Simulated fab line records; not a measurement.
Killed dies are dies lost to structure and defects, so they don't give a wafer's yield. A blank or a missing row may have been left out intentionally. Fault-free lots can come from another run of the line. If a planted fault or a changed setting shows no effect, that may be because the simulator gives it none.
The tool behind it: which one?	flow sky130	Sampling: 14 lots, 42 wafers, 6 of 708 route steps

## WHAT EACH GAUGE READ, for each wafer
SKY_SD_N_TW_MEAS_12. Usual: SD_N_TW typically reads 4023, with standard deviation 38.
lot	measured	on	SD_N_TW	flag
L295	day 29 03:38	film_metro-04	4026 4012 4007	
L297	day 29 05:31	film_metro-04	3989 4010 3988	
L299	day 29 09:06	film_metro-02	4069 4066 4062	
L300	day 29 19:18	film_metro-01	3989 3989 4004	
L301	day 30 10:08	film_metro-02	4053 4069 4086	
L302	day 30 20:32	film_metro-01	3975 3987 3985	
L306	day 31 23:44	film_metro-02	31 31 31	OFF
L307	day 32 10:51	film_metro-01	30 30 30	OFF
L308	day 32 10:58	film_metro-02	4064 4051 4047	
L310	day 33 07:01	film_metro-04	3981 4010 4002	
L311	day 33 13:02	film_metro-04	3990 3974 3994	
L312	day 33 17:15	film_metro-02	4064 4067 4046	
L315	day 35 15:10	film_metro-02	4026 4015 4040	
L316	day 36 10:10	film_metro-04	4013 4040 4040	

SKY_LOCAL_INTERCONNECT_RS_MEAS_01: the measuring method here is four-point-probe. Usual: LOCAL_INTERCONNECT_TIN_RS typically reads 14.10 ohm/sq, with standard deviation 0.14.
lot	measured	on	LOCAL_INTERCONNECT_TIN_RS (ohm/sq)	flag
L295	day 30 10:10	film_metro-03	13.91 13.94 13.93	
L297	day 30 12:40	film_metro-04	14.05 14.06 14.03	
L299	day 30 16:03	film_metro-02	14.26 14.26 14.26	
L300	day 31 02:08	film_metro-04	14.11 14.01 14.23	
L301	day 31 15:52	film_metro-04	14.14 13.92 14.04	
L302	day 32 02:32	film_metro-04	13.99 14.04 14.14	
L306	day 33 05:19	film_metro-03	14.25 14.11 14.01	
L307	day 33 15:50	film_metro-02	14.12 14.16 14.16	
L308	day 33 17:08	film_metro-04	14.21 14.17 14.10	
L310	day 34 12:06	film_metro-04	14.24 14.07 14.06	
L311	day 34 18:11	film_metro-02	13.90 13.96 14.00	
L312	day 34 22:27	film_metro-02	14.03 14.14 14.04	
L315	day 36 19:34	film_metro-03	14.12 13.93 13.98	
L316	day 37 14:32	film_metro-02	13.94 14.02 14.22	

## WHAT TOOL EACH LOT RAN ON (gives the tool, then ch and the chambers of the sampled wafers, and finally the start)
lot	SKY_POLY_CUT_STRIP_12	SKY_RES_XHIGH_STRIP_08	SKY_SD_N_STRIP_11	SKY_LOCAL_INTERCONNECT_SPUTTER_00
L295	plasma_asher-02 ch 0,1, day 25 12:51	plasma_asher-03 ch 0,1, day 27 23:22	plasma_asher-03 ch 0,1, day 29 03:31	pvd_sputter-03, day 30 10:05
L297	plasma_asher-01 ch 0,1, day 25 14:30	plasma_asher-02 ch 0,1, day 28 00:34	plasma_asher-04 ch 1, day 29 05:25	pvd_sputter-02, day 30 12:37
L299	plasma_asher-04 ch 0,1, day 25 18:32	plasma_asher-01 ch 0,1, day 28 04:30	plasma_asher-03 ch 0,1, day 29 09:01	pvd_sputter-04, day 30 15:53
L300	plasma_asher-02 ch 0,1, day 26 04:05	plasma_asher-03 ch 0,1, day 28 14:17	plasma_asher-03 ch 0,1, day 29 19:13	pvd_sputter-02, day 31 02:02
L301	plasma_asher-02 ch 1, day 26 19:48	plasma_asher-03 ch 0,1, day 29 04:55	plasma_asher-04 ch 0,1, day 30 10:02	pvd_sputter-02, day 31 15:48
L302	plasma_asher-01 ch 0,1, day 27 07:50	plasma_asher-03 ch 0, day 29 15:58	plasma_asher-04 ch 1, day 30 20:26	pvd_sputter-04, day 32 02:23
L306	plasma_asher-01 ch 0,1, day 28 11:14	plasma_asher-03 ch 0,1, day 30 20:10	plasma_asher-04 ch 0,1, day 31 23:38	pvd_sputter-03, day 33 05:14
L307	plasma_asher-01 ch 0,1, day 28 23:56	plasma_asher-02 ch 0,1, day 31 07:42	plasma_asher-02 ch 0,1, day 32 10:46	pvd_sputter-03, day 33 15:44
L308	plasma_asher-04 ch 0,1, day 29 00:14	plasma_asher-01 ch 0,1, day 31 07:58	plasma_asher-03 ch 1, day 32 10:52	pvd_sputter-02, day 33 17:05
L310	plasma_asher-02 ch 0,1, day 29 21:00	plasma_asher-02 ch 0,1, day 32 03:46	plasma_asher-03 ch 0,1, day 33 06:55	pvd_sputter-03, day 34 12:02
L311	plasma_asher-01 ch 0,1, day 30 03:14	plasma_asher-03 ch 0,1, day 32 09:54	plasma_asher-03 ch 0,1, day 33 12:57	pvd_sputter-03, day 34 18:05
L312	plasma_asher-04 ch 0,1, day 30 07:17	plasma_asher-02 ch 0,1, day 32 13:39	plasma_asher-02 ch 0,1, day 33 17:10	pvd_sputter-02, day 34 22:21
L315	plasma_asher-01 ch 0,1, day 32 07:45	plasma_asher-02 ch 0,1, day 34 12:07	plasma_asher-02 ch 1, day 35 15:04	pvd_sputter-03, day 36 19:29
L316	plasma_asher-01 ch 0,1, day 33 02:39	plasma_asher-01 ch 0,1, day 35 08:04	plasma_asher-04 ch 0,1, day 36 10:04	pvd_sputter-03, day 37 14:29
- SKY_POLY_CUT_STRIP_12: strips in O2/N2.
- SKY_RES_XHIGH_STRIP_08: strips in O2/N2.
- SKY_SD_N_STRIP_11: strips in O2/N2.
- SKY_LOCAL_INTERCONNECT_SPUTTER_00: material TiN, target thk 100 nm, time 83.3 s.

## WHAT THE TOOLS THEMSELVES READ (means of the sampled wafers that have a number; where no wafer has one, the mark that the record gives instead)
SKY_POLY_CUT_STRIP_12. Usual: chamber_pressure_mTorr 1500.0 mTorr, standard deviation 1.4; drypump_motor_current_A 5.7 A, standard deviation 0.47; oes_product_au 0.453 a.u., standard deviation 0.0047; strip_time_to_endpoint_s 5.356 s, standard deviation 0.018.
lot	tool	chamber_pressure_mTorr (mTorr)	drypump_motor_current_A (A)	oes_product_au (a.u.)	strip_time_to_endpoint_s (s)	flag
L295	plasma_asher-02	1499.6	5.2	0.454	5.365	
L297	plasma_asher-01	1501.0	5.8	0.454	5.357	
L299	plasma_asher-04	1500.4	6.1	0.445	5.335	
L300	plasma_asher-02	1498.8	5.2	0.451	5.381	
L301	plasma_asher-02	1500.1	4.9	0.453	5.371	
L302	plasma_asher-01	1500.0	5.8	0.455	5.342	
L306	plasma_asher-01	1499.5	5.6	0.453	5.359	
L307	plasma_asher-01	1499.8	5.6	0.452	5.356	
L308	plasma_asher-04	1499.7	6.2	0.454	5.363	
L310	plasma_asher-02	1500.0	5.5	0.453	5.346	
L311	plasma_asher-01	1500.1	5.7	0.451	5.364	
L312	plasma_asher-04	1500.8	6.3	0.454	5.378	
L315	plasma_asher-01	1500.8	5.8	0.457	5.375	
L316	plasma_asher-01	1499.3	5.8	0.455	5.350	

SKY_RES_XHIGH_STRIP_08. Usual: chamber_pressure_mTorr 1499.9 mTorr, standard deviation 1.3; drypump_motor_current_A 5.7 A, standard deviation 0.55; oes_product_au 0.711 a.u., standard deviation 0.0047; strip_time_to_endpoint_s 14.26 s, standard deviation 0.035.
lot	tool	chamber_pressure_mTorr (mTorr)	drypump_motor_current_A (A)	oes_product_au (a.u.)	strip_time_to_endpoint_s (s)	flag
L295	plasma_asher-03	1499.6	6.2	0.711	14.23	
L297	plasma_asher-02	1499.1	5.2	0.708	14.24	
L299	plasma_asher-01	1500.3	5.6	0.709	14.23	
L300	plasma_asher-03	1499.8	6.2	0.713	14.24	
L301	plasma_asher-03	1500.3	5.8	0.712	14.29	
L302	plasma_asher-03	1500.9	6.5	0.710	14.27	
L306	plasma_asher-03	-	-	-	-	OFF
L307	plasma_asher-02	-	-	-	-	OFF
L308	plasma_asher-01	1500.7	5.8	0.713	14.24	
L310	plasma_asher-02	1500.2	5.2	0.714	14.23	
L311	plasma_asher-03	1500.2	6.1	0.714	14.23	
L312	plasma_asher-02	1499.9	5.4	0.711	14.20	
L315	plasma_asher-02	1499.5	5.2	0.711	14.28	
L316	plasma_asher-01	1500.2	5.8	0.711	14.30	

SKY_SD_N_STRIP_11. Usual: chamber_pressure_mTorr 1500.0 mTorr, standard deviation 1.2; drypump_motor_current_A 6.0 A, standard deviation 0.51; oes_product_au 0.527 a.u., standard deviation 0.0039; strip_time_to_endpoint_s 22.56 s, standard deviation 0.038.
lot	tool	chamber_pressure_mTorr (mTorr)	drypump_motor_current_A (A)	oes_product_au (a.u.)	strip_time_to_endpoint_s (s)	flag
L295	plasma_asher-03	1501.2	5.8	0.527	22.54	
L297	plasma_asher-04	1500.9	6.0	0.526	22.55	
L299	plasma_asher-03	1499.1	6.2	0.525	22.58	
L300	plasma_asher-03	1500.7	5.8	0.526	22.52	
L301	plasma_asher-04	1499.9	6.3	0.528	22.58	
L302	plasma_asher-04	1498.8	6.0	0.525	22.59	
L306	plasma_asher-04	1500.0	6.3	0.615	39.42	OFF
L307	plasma_asher-02	1500.4	5.4	0.614	39.56	OFF
L308	plasma_asher-03	1498.6	5.5	0.526	22.59	
L310	plasma_asher-03	1498.8	6.2	0.528	22.57	
L311	plasma_asher-03	1500.1	6.2	0.530	22.57	
L312	plasma_asher-02	1499.7	5.2	0.528	22.61	
L315	plasma_asher-02	1498.5	4.9	0.530	22.55	
L316	plasma_asher-04	1499.8	6.3	0.529	22.54	

SKY_LOCAL_INTERCONNECT_SPUTTER_00. Usual: 30.1 % for throttle_valve_pct, sd 1.
lot	tool	throttle_valve_pct (%)	flag
L295	pvd_sputter-03	29.5	
L297	pvd_sputter-02	30.8	
L299	pvd_sputter-04	28.5	
L300	pvd_sputter-02	30.3	
L301	pvd_sputter-02	29.5	
L302	pvd_sputter-04	30.4	
L306	pvd_sputter-03	29.9	
L307	pvd_sputter-03	29.4	
L308	pvd_sputter-02	30.4	
L310	pvd_sputter-03	30.4	
L311	pvd_sputter-03	30.1	
L312	pvd_sputter-02	30.1	
L315	pvd_sputter-03	29.0	
L316	pvd_sputter-03	29.8	

## THE ANSWER, worked out from the rows above alone
Rule: a lot counts as off when the mean over its wafers that have a number is more than 3 standard deviations away from the usual mean. A lot without any number at a reading at which 4 lots or more have one is off too. All remaining lots with rows at the step are treated as sound. First the gauges in route order, then the tools' own readings, where a lot's mean is used as printed above. At the first step where some lot is off, the reading lying furthest off is the one used; lots without a number count as furthest.
Off: at SKY_SD_N_TW_MEAS_12 (SD_N_TW), L306, L307.
If a tool, at a process step before that reading, ran all the lots that are off and no sound lot after the first of them, it fits. Not tried: the gauges at SKY_SD_N_TW_MEAS_12; whatever is off there is also off at SKY_RES_XHIGH_STRIP_08, on other tools, and gauge error can't account for it. Not one of the candidates tried fits.

## WHAT THE SIMULATOR HAD PUT IN
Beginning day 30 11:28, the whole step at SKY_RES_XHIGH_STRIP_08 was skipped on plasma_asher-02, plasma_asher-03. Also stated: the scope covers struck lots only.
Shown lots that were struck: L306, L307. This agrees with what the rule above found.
